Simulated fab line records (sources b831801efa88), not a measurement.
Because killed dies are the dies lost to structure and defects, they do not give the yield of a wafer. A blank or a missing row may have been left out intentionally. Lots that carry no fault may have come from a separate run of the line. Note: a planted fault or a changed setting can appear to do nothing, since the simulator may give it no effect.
Split-lot trial -- flow gf180mcu -- 5 lots, 23 wafers read, on a route of 602 steps

== THE SPLIT ==
At GF_M2_SPUTTER_02 (material AlCu, target thk 450 nm, time 23.9 s), the setting chamber_pressure_pa was moved away from the recipe's 0.4 Pa on 15 of the 23 wafers read, by -11.1% to +12.7%. For the rest of the wafers, this setting stayed at what the recipe calls for.

== FROM THE SPLIT TO THE READING: what the file shows between them, 2 steps ==
- GF_M2_SPUTTER_03: material Ti, target thk 10 nm, time 6.7 s
- GF_M2_SPUTTER_04: material TiN, target thk 50 nm, time 41.7 s

== THE READING ==
Measured at GF_M2_RS_MEAS_05 by four-point probe: M2_ALCU_RS, in ohm/sq. Fault-free wafers of this fab line usually give 0.0696 ohm/sq, standard deviation 0.00059 ohm/sq.

wafer,"tool, chamber at the split","chamber_pressure_pa as run, Pa",against the recipe,"M2_ALCU_RS, ohm/sq",against lot-mates on the recipe
L076.1,"pvd_sputter-04, -",0.441,+10.3%,0.0721,no lot-mate on the recipe
L076.2,"pvd_sputter-04, -",0.441,+10.3%,0.0715,no lot-mate on the recipe
L076.3,"pvd_sputter-04, -",0.441,+10.3%,0.0723,no lot-mate on the recipe
L076.4,"pvd_sputter-04, -",0.441,+10.3%,0.0715,no lot-mate on the recipe
L076.5,"pvd_sputter-04, -",0.441,+10.3%,0.0722,no lot-mate on the recipe
L079.2,"pvd_sputter-04, -",0.4,recipe,0.0695,-
L079.3,"pvd_sputter-04, -",0.4,recipe,0.0693,-
L079.6,"pvd_sputter-04, -",0.4,recipe,0.0689,-
L083.2,"pvd_sputter-03, -",0.4,recipe,0.0704,-
L083.3,"pvd_sputter-03, -",0.4,recipe,0.0700,-
L083.4,"pvd_sputter-03, -",0.4,recipe,0.0699,-
L083.5,"pvd_sputter-03, -",0.4,recipe,0.0699,-
L083.6,"pvd_sputter-03, -",0.4,recipe,0.0698,-
L084.1,"pvd_sputter-01, -",0.4507,+12.7%,0.0722,no lot-mate on the recipe
L084.2,"pvd_sputter-01, -",0.4507,+12.7%,0.0718,no lot-mate on the recipe
L084.3,"pvd_sputter-01, -",0.4507,+12.7%,0.0714,no lot-mate on the recipe
L084.5,"pvd_sputter-01, -",0.4507,+12.7%,0.0714,no lot-mate on the recipe
L084.6,"pvd_sputter-01, -",0.4507,+12.7%,0.0719,no lot-mate on the recipe
L085.1,"pvd_sputter-01, -",0.3555,-11.1%,0.0684,no lot-mate on the recipe
L085.2,"pvd_sputter-01, -",0.3555,-11.1%,0.0681,no lot-mate on the recipe
L085.3,"pvd_sputter-01, -",0.3555,-11.1%,0.0679,no lot-mate on the recipe
L085.4,"pvd_sputter-01, -",0.3555,-11.1%,0.0684,no lot-mate on the recipe
L085.5,"pvd_sputter-01, -",0.3555,-11.1%,0.0688,no lot-mate on the recipe

THE FIT
A straight line over all 23 wafers: M2_ALCU_RS changes by +0.000157 ohm/sq for each +1% of chamber_pressure_pa; r = +0.95; the points scatter about the line by 0.00046 ohm/sq.
Too few moved wafers have a lot-mate on the recipe to fit a line with each lot's own level taken away.

== THE WHOLE CHAIN: every reading that the file lists as answering this split, in the file's order ==
step,what it does,reading,change (the file's fit),r (the file's)
GF_M2_SPUTTER_02,"material AlCu, target thk 450 nm, time 23.9 s","AlCu_of_M2_SPUTTER_02.thk_nm (the simulator's own value, which no gauge read)",-0.679 nm for each +1% of the setting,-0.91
GF_M2_RS_MEAS_05,measures by four-point-probe,M2_ALCU_RS,+0.000157 for each +1% of the setting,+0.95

== THE FILE'S OWN FIT ==
M2_ALCU_RS changes by +0.000157 ohm/sq for each +1% of chamber_pressure_pa, r = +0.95.
